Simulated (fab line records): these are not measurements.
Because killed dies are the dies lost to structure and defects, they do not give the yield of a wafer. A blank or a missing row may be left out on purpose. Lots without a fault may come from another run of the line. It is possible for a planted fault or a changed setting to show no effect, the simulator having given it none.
A struck lot beside a sound one -- flow sky130 -- 15 steps out of a route of 708
Sound: wafers L938.1, L938.2, L938.4. Wafers L946.2, L946.3, L946.4 were the ones struck. The cause is named last.
For every step that has rows: the tool of each side, followed by ch and its chambers, followed by its first start. Under that, the readings that differ: sound wafers -- struck wafers -- difference of the means -- sigmas: that difference in standard deviations of wafers without a fault.
alike: same words and numbers on both sides, and readings whose means sit less than 2 such deviations apart. not compared: any withheld reading, any reading some wafer has no value for, any bound like >300 that may hide the same value, and any number with overlapping values for which the record gives no deviation.
Wherever a step has rows on one side only, a row that says differs or no value, or a row with sigmas, the two part there. Non-overlapping numbers with no deviation appear without sigmas and do not part them. A reading missing from all wafers of one side parts the sides only when that side holds two or more wafers.

first, 4 steps without rows for these wafers: SKY_LDD_N_IMPLANT_12; SKY_LDD_N_IMPLANT_13; SKY_LDD_N_IMPLANT_14; SKY_LDD_N_IMPLANT_15.
SKY_LDD_N_STRIP_16: strips in O2/N2.
  sound on plasma asher-04 ch 0,1, day 20 21:14; struck on plasma asher-02 ch 0,1, day 23 23:59
reading,sound,struck,difference,sigmas
strip time to endpoint s (s),4.316 4.302 4.284,4.355 4.319 4.325,+0.032,+2
  alike: chamber pressure mTorr, drypump motor current A, o2 flow sccm, oes product au
  not compared: rf hours counter h
SKY_LDD_N_TW_MEAS_17:
  sound on film metro-01, day 20 21:20; struck on film metro-02, day 24 00:06
  alike: LDD_N_TW
then, 6 steps without rows for these wafers: SKY_LDD_P_DEHYDRATE_00 (time 60 s); SKY_LDD_P_HMDS_01 (prime time 60 s); SKY_LDD_P_COAT_02 (resist thk 1140 nm); SKY_LDD_P_SOFTBAKE_03 (time 60 s); SKY_LDD_P_EXPOSE_04 (exposes mask PSDM, target cd 380 nm); SKY_LDD_P_PEB_05.
SKY_LDD_P_DEVELOP_06: develop time 60 s.
  sound on litho track-02 ch 0, day 22 04:22; struck on litho track-01 ch 0, day 25 04:56
reading,sound,struck,difference,sigmas
resist line temp C (C),23.13 23.06 23.28,22.82 23.00 22.71,-0.31,-3
SKY_LDD_P_CD_MEAS_07 targets a cd of 380 nm.
  sound on cd sem-01, day 22 04:31; struck on cd sem-02, day 25 05:08
reading,sound,struck,difference,sigmas
cd nm (nm),381.4 382.3 379.6,349.4 350.2 346.1,-32.5,-15
SKY_LDD_P_OVL_MEAS_08:
  sound on overlay-02, day 22 04:38; struck on overlay-01, day 25 05:14
  alike: LDD_P_OVL

## WHERE THEY PART
At SKY_LDD_N_STRIP_16 first; at SKY_LDD_P_CD_MEAS_07 last (within this record only). Later steps at which nothing parts them and some readings are alike: SKY_LDD_P_OVL_MEAS_08.

WHY: whatever the simulator had introduced
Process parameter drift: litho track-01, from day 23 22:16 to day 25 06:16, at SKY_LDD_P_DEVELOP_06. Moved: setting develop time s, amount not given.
